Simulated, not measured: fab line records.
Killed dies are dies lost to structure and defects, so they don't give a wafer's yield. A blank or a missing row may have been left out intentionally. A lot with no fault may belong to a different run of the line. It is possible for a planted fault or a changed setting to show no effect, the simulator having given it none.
What tool caused it? | flow gf180mcu | 39 wafers from 13 lots sampled at 3 of the route's 602 steps

== WHAT THE GAUGES READ, wafer by wafer ==
GF_MVSD_TW_MEAS_11.
lot  | measured     | on            | MVSD_TW
L199 | day 4 09:57  | film_metro-04 | 1571 1567 1569
L200 | day 4 17:11  | film_metro-01 | 1590 1589 1594
L202 | day 5 03:41  | film_metro-01 | 1597 1602 1591
L203 | day 5 10:08  | film_metro-01 | 1587 1591 1588
L204 | day 5 19:31  | film_metro-03 | 1580 1581 1587
L206 | day 6 06:20  | film_metro-03 | 1590 1594 1593
L205 | day 6 06:59  | film_metro-03 | 1583 1588 1595
L212 | day 7 15:41  | film_metro-03 | 1630 1614 1621
L213 | day 7 21:05  | film_metro-03 | 1623 1634 1627 1623 1625 1621
L214 | day 8 06:02  | film_metro-04 | 1575 1588 1583
L215 | day 8 07:55  | film_metro-03 | 1583 1580 1588
L221 | day 9 20:22  | film_metro-04 | 1589 1590 1587
L222 | day 10 00:52 | film_metro-01 | 1592 1584 1584

GF_NSD_CD_MEAS_07: the cd target is 400 nm.
lot  | measured     | on        | cd_nm (nm)
L199 | day 13 08:43 | cd_sem-01 | 399.6 399.2 397.9
L200 | day 13 19:46 | cd_sem-02 | 398.4 401.4 401.3
L202 | day 14 15:36 | cd_sem-02 | 400.7 401.2 401.4
L203 | day 14 22:03 | cd_sem-02 | 398.8 398.9 397.0
L204 | day 15 11:08 | cd_sem-02 | 403.7 406.0 406.1
L206 | day 16 07:11 | cd_sem-02 | 402.8 400.0 400.4
L205 | day 16 06:14 | cd_sem-01 | 396.3 396.1 397.3
L212 | day 17 23:45 | cd_sem-01 | 400.2 402.0 401.9
L213 | day 18 12:09 | cd_sem-02 | 402.8 401.6 403.0
L214 | day 18 20:57 | cd_sem-02 | 399.6 399.7 400.3
L215 | day 19 03:05 | cd_sem-02 | 405.3 403.7 404.6
L221 | day 21 04:03 | cd_sem-01 | 402.8 403.0 400.6
L222 | day 21 09:40 | cd_sem-01 | 397.0 397.5 400.3

== EACH LOT AND THE TOOL THAT RAN IT (in order: tool; ch and the chambers of the sampled wafers; start) ==
lot  | GF_MVSD_IMPLANT_09
L199 | implanter-04 ch 0, day 4 09:44
L200 | implanter-02 ch 0, day 4 16:57
L202 | implanter-04 ch 0, day 5 03:27
L203 | implanter-04 ch 0, day 5 09:54
L204 | implanter-01 ch 0, day 5 19:16
L206 | implanter-01 ch 0, day 6 06:05
L205 | implanter-04 ch 0, day 6 06:44
L212 | implanter-01 ch 0, day 7 15:26
L213 | implanter-01 ch 0, day 7 20:50
L214 | implanter-02 ch 0, day 8 05:48
L215 | implanter-02 ch 0, day 8 07:40
L221 | implanter-04 ch 0, day 9 20:07
L222 | implanter-04 ch 0, day 10 00:37
- GF_MVSD_IMPLANT_09

== AS READ BY THE TOOLS THEMSELVES (means over the sampled wafers that have a number; for cases with no such wafer, the mark the record gives instead) ==
GF_MVSD_IMPLANT_09.
lot  | tool         | tilt_deg (degrees)
L199 | implanter-04 | 0.016
L200 | implanter-02 | -0.004
L202 | implanter-04 | 0.015
L203 | implanter-04 | -0.006
L204 | implanter-01 | 0.010
L206 | implanter-01 | 0.010
L205 | implanter-04 | -0.010
L212 | implanter-01 | 5.463
L213 | implanter-01 | 5.485
L214 | implanter-02 | -0.027
L215 | implanter-02 | -0.011
L221 | implanter-04 | -0.008
L222 | implanter-04 | 0.010

== THE ANSWER, worked out from the rows above alone ==
Rule: the lots themselves supply what counts as usual. The widest of any qualifying gaps counts: lots, ordered by their means at a reading, are off when they make up no more than a third of the lots, leave a main group of 4 or more, and stand apart from it by 3 or more times the standard deviation of that group's means. If all means in a main group match to the digits the tables above print for the reading, that group is not used. Also off: a lot with no number at a reading for which 4 or more lots have one. The other lots that the step has rows for count as sound. Order of review: gauges by route order, followed by the tools' own readings, for which a lot's mean as printed above is used. The first step at which some lot is off is used, and at that step the reading that is off furthest; a lot without a number counts as furthest.
Off: L212, L213, seen at GF_MVSD_TW_MEAS_11 (MVSD_TW). The main group has a mean of 1586 with a standard deviation of 6.9.
If a tool, at a process step before that reading, ran all the lots that are off and no sound lot after the first of them, it fits. Not tried: the gauges at GF_MVSD_TW_MEAS_11; whatever is off there is also off at GF_MVSD_IMPLANT_09, on other tools, and gauge error can't account for it. One fits: implanter-01 at GF_MVSD_IMPLANT_09. Its last sound lot is L206 (day 6 06:05), its first lot that is off L212 (day 7 15:26): a fault that began between those two fits.
The tool's own readings at GF_MVSD_IMPLANT_09 bear it out: on the lots that are off they differ by more than 5 times the standard deviation of the sound lots' means. tilt_deg reads 5.474 degrees there against -0.000 degrees on the sound lots.

== WHAT WAS PUT IN BY THE SIMULATOR ==
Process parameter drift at GF_MVSD_IMPLANT_09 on implanter-01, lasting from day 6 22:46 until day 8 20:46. A move of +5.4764 in setting tilt_deg, from 0. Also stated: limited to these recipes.
Shown lots that were struck: L212, L213. The rule above found the same.
